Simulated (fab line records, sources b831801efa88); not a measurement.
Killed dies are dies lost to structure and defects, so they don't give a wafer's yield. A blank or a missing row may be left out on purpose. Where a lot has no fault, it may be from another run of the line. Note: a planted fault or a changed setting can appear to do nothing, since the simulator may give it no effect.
Split-lot experiment	flow sky130	23 wafers read across 5 lots, on a route 708 steps long

ON THE SPLIT
At SKY_RES_PROTECT_COAT_02 (resist thk 1140 nm), the setting spin-rpm was moved away from the recipe's 3000 rpm on 11 of the 23 wafers read, by -7.1% to +7.2%. All remaining wafers had this setting at the recipe value.

The reading is taken at the split's own step.

THE READING
NOVOLAK_of_RES_PROTECT_COAT_02.thk-nm (the simulator's own value, which no gauge read), in nm, at SKY_RES_PROTECT_COAT_02 (resist thk 1140 nm). The file does not state a usual value for it. Across the 12 wafers here that went through the recipe, the average is 1140 nm and the standard deviation 4.1 nm.

wafer	tool, chamber at the split	spin-rpm as run, rpm	against the recipe	NOVOLAK_of_RES_PROTECT_COAT_02.thk-nm, nm	against lot-mates on the recipe
L074.1	litho-track-03, 0	3000	recipe	1136	-
L074.2	litho-track-03, 0	3000	recipe	1135	-
L074.5	litho-track-03, 0	3000	recipe	1131	-
L077.2	litho-track-01, 0	3000	recipe	1144	-
L077.3	litho-track-01, 0	3057	+1.9%	1134	-11
L077.5	litho-track-01, 0	3057	+1.9%	1134	-11
L077.4	litho-track-01, 0	3000	recipe	1146	-
L077.6	litho-track-01, 0	3057	+1.9%	1135	-10
L078.1	litho-track-01, 0	2788	-7.1%	1185	+43
L078.3	litho-track-01, 0	2788	-7.1%	1184	+42
L078.4	litho-track-01, 0	3000	recipe	1143	-
L078.5	litho-track-01, 0	3000	recipe	1142	-
L078.6	litho-track-01, 0	3000	recipe	1142	-
L080.1	litho-track-02, 0	3215	+7.2%	1102	-38
L080.2	litho-track-02, 0	3215	+7.2%	1099	-40
L080.3	litho-track-02, 0	3000	recipe	1138	-
L080.5	litho-track-02, 0	3000	recipe	1141	-
L080.6	litho-track-02, 0	3215	+7.2%	1100	-40
L084.1	litho-track-02, 0	3102	+3.4%	1123	-17
L084.2	litho-track-02, 0	3102	+3.4%	1124	-16
L084.3	litho-track-02, 0	3102	+3.4%	1122	-18
L084.4	litho-track-02, 0	3000	recipe	1138	-
L084.6	litho-track-02, 0	3000	recipe	1142	-

FIT RESULTS
A straight line over all 23 wafers: NOVOLAK_of_RES_PROTECT_COAT_02.thk-nm changes by -5.75 nm for each +1% of spin-rpm; r = -0.98; the points scatter about the line by 3.8 nm.
The same after taking each lot's own level away (the mean of its wafers on the recipe; 23 wafers): -5.63 nm for each +1%; r = -1.00; scatter 1.6 nm.
On that fit, the largest move of spin-rpm shifts the reading by 40 nm.
Across the lots, their own levels run from 1134.0 to 1145.0 nm, a range of 2.7 times the standard deviation given above.
So the lot-to-lot level changes the slope little: the two slopes agree.
Check: -40.2 nm against its lot-mates is what the line predicts for one of the wafers moved furthest among these (+7.2%) when that wafer is left out of the fit. It came out at -37.5 nm against them.

OTHER SPLITS APPLIED TO THESE WAFERS
Before the reading, these wafers also passed through other splits. Each is held against what the fit with the lots' levels taken away leaves over:
other split on the same wafers	wafers away from the commonest value	r with NOVOLAK_of_RES_PROTECT_COAT_02.thk-nm (lot level and that fit taken away)
SKY_FIELD_ISO_OXIDATION_01 temp-c	18	-0.14
SKY_DNWELL_COAT_02 resist-thk-nm	7	-0.30
SKY_NWELL_IMPLANT_11 dose-cm2	5	-0.21
SKY_NWELL_IMPLANT_24 dose-cm2	11	-0.21
SKY_VT_ADJUST_HVTR_EXPOSE_04 dose-mj	5	+0.02
SKY_SONOS_TUNNEL_DEVELOP_06 develop-time-s	4	-0.09
SKY_GATE_OXIDE_COAT_05 spin-rpm	7	-0.18
SKY_GATE_OXIDE_IMPLANT_11 energy-kev	5	+0.05

THE WHOLE CHAIN: every reading that the file lists as answering this split, in the file's order
step	what it does	reading	change (the file's fit)	r (the file's)
SKY_RES_PROTECT_COAT_02	resist thk 1140 nm	NOVOLAK_of_RES_PROTECT_COAT_02.thk-nm (the simulator's own value, which no gauge read)	-5.59 nm for each +1% of the setting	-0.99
SKY_RES_PROTECT_STRIP_07	strips in O2/N2	strip-time-to-endpoint-s	withheld for each +1% of the setting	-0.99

THE FILE'S OWN FIT
NOVOLAK_of_RES_PROTECT_COAT_02.thk-nm changes by -5.59 nm for each +1% of spin-rpm, r = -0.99.
